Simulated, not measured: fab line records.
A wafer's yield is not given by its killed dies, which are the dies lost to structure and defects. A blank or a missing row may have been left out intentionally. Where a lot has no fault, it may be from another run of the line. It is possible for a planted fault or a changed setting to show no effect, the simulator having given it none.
Which tool did it?	flow gf180mcu	Sampling: 6 lots, 18 wafers, 4 of 602 route steps

WHAT EACH GAUGE READ, for each wafer
GF_V5_THK_MEAS_03.
lot	measured	on	V5_CVD_02_THK (nm)
L652	day 28 05:41	film metro-01	1450 1417 1475
L655	day 28 19:26	film metro-01	1444 1487 1473
L658	day 29 19:18	film metro-01	1436 1456 1445
L666	day 31 22:15	film metro-03	1239 1207 1278
L668	day 32 12:17	film metro-01	1246 1215 1209
L671	day 32 22:26	film metro-04	1453 1470 1464

TOOL THAT RAN EACH LOT (tool first, then ch and the chambers of the sampled wafers, then the start)
lot	GF_V3_ETCH_17	GF_M5_METAL_ETCH_10	GF_V5_CVD_02
L652	rie diel-01 ch 0,1,3, day 28 04:47 or earlier	rie metal-02 ch 0,1, day 28 04:47	pecvd-01 ch 0,1,2, day 28 05:34
L655	rie diel-04 ch 0,1, day 28 18:24 or earlier	rie metal-02 ch 0, day 28 18:24	pecvd-02 ch 0,1, day 28 19:16
L658	rie diel-01 ch 0,2,3, day 29 18:26 or earlier	rie metal-02 ch 0,1, day 29 18:26	pecvd-04 ch 0,1,2, day 29 19:11
L666	rie diel-03 ch 0,2, day 31 21:17 or earlier	rie metal-03 ch 0,1, day 31 21:17	pecvd-01 ch 0,1,2, day 31 22:02
L668	rie diel-01 ch 0,1,2, day 32 11:19 or earlier	rie metal-04 ch 1, day 32 11:19	pecvd-01 ch 0,1,2, day 32 12:10
L671	rie diel-03 ch 0,3, day 32 21:34 or earlier	rie metal-03 ch 0,1, day 32 21:34	pecvd-02 ch 1,2, day 32 22:19
- GF_V3_ETCH_17: etches SiO2 in C4F8/O2/Ar, stops on TiN, target depth 635 nm.
- GF_M5_METAL_ETCH_10: etches the open film in Cl2/BCl3, stops on SiO2, target depth 627.5 nm, time 104.6 s.
- GF_V5_CVD_02: deposits SiO2 from TEOS, target thk 1450 nm, time 163.28 s.

THE ANSWER, worked out from the rows above alone
Rule: usual is defined by the lots themselves. Put in order of their means at a reading, lots are off if they are a third of the lots or fewer, leave a main group of 4 or more, and stand apart from it by a gap of 3 or more times the standard deviation of the main group's means; of several such gaps the widest counts. Not used: any main group whose means are identical at the precision the tables above print for the reading. A lot without any number at a reading at which 4 lots or more have one is off too. All remaining lots with rows at the step are treated as sound.
Off: L666, L668, seen at GF_V5_THK_MEAS_03 (V5_CVD_02_THK). The main group has a mean of 1456 nm with a standard deviation of 9.6.
A tool fits if, at a process step before that reading, it ran every lot that is off, and no sound lot after the first of them. Gauges at GF_V5_THK_MEAS_03: tried the same way as those tools. GF_V3_ETCH_17 gives no start for some lots, so the hours and the order of its lots are those of GF_M5_METAL_ETCH_10. One fits: pecvd-01 at GF_V5_CVD_02. Its last sound lot is L652 (day 28 05:34), its first lot that is off L666 (day 31 22:02): a fault that began between those two fits.

WHAT THE SIMULATOR HAD INSERTED
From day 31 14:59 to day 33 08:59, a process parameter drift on pecvd-01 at GF_V5_CVD_02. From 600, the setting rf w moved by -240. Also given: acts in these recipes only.
Lots struck among those shown: L666, L668. The rule given above showed the same thing.
